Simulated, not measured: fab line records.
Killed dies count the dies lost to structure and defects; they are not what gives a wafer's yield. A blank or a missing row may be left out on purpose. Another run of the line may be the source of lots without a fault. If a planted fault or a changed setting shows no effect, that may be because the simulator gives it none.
Matching of chambers	flow sky130	rie_diel-03 running SKY_METAL3_ETCH_17: 4 sister chambers
The step etches SiO2 in C4F8/O2/Ar, stops on TiN, time 3.9 s, target depth 15 nm. 8 wafers are shown with their chamber, then 7 later ones without.

== WAFERS, EACH WITH ITS CHAMBER ==
wafer	chamber	oes_product_au (a.u.)
L079.1	2	0.755
L084.4	3	0.751
L084.6	2	0.744
L087.2	1	0.759
L087.5	0	0.762
L087.6	1	0.763
L086.1	0	0.749
L086.3	3	0.743

== WAFERS MISSING THEIR CHAMBER ==
wafer	oes_product_au (a.u.)
L086.5	0.749
L094.1	0.752
L094.2	0.746
L094.6	0.767
L095.1	0.740
L095.2	0.743
L095.3	0.742

== THE CHAMBER EACH PASSED THROUGH ==
wafer	from the rows above	in truth
L086.5	can't be placed: 2 or 3 or 0 or 1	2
L094.1	can't be placed: 2 or 0 or 3 or 1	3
L094.2	can't be placed: 3 or 2 or 0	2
L094.6	can't be placed: 1 or 0 or 2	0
L095.1	can't be placed: 3 or 2 or 0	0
L095.2	can't be placed: 3 or 2 or 0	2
L095.3	can't be placed: 3 or 2 or 0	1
Correct placement for 0 of the 7. Can't be placed from these rows: 7 (the true chamber is among the candidates in 6). Placed wrongly: 0.
How it was worked out, from the rows above alone: a wafer's distance from a chamber is the root of the sum, over the readings, of the square of ((its reading less the chamber's mean) divided by the reading's scatter). If the next closest chamber is less than 2 further off than the closest, the wafer can't be placed; otherwise it belongs to the closest. For every chamber, the mean is computed from those of its wafers that are shown. The scatter: the root of (the sum of the squares of (reading less its chamber's mean) over the shown wafers, divided by (wafers less chambers)).
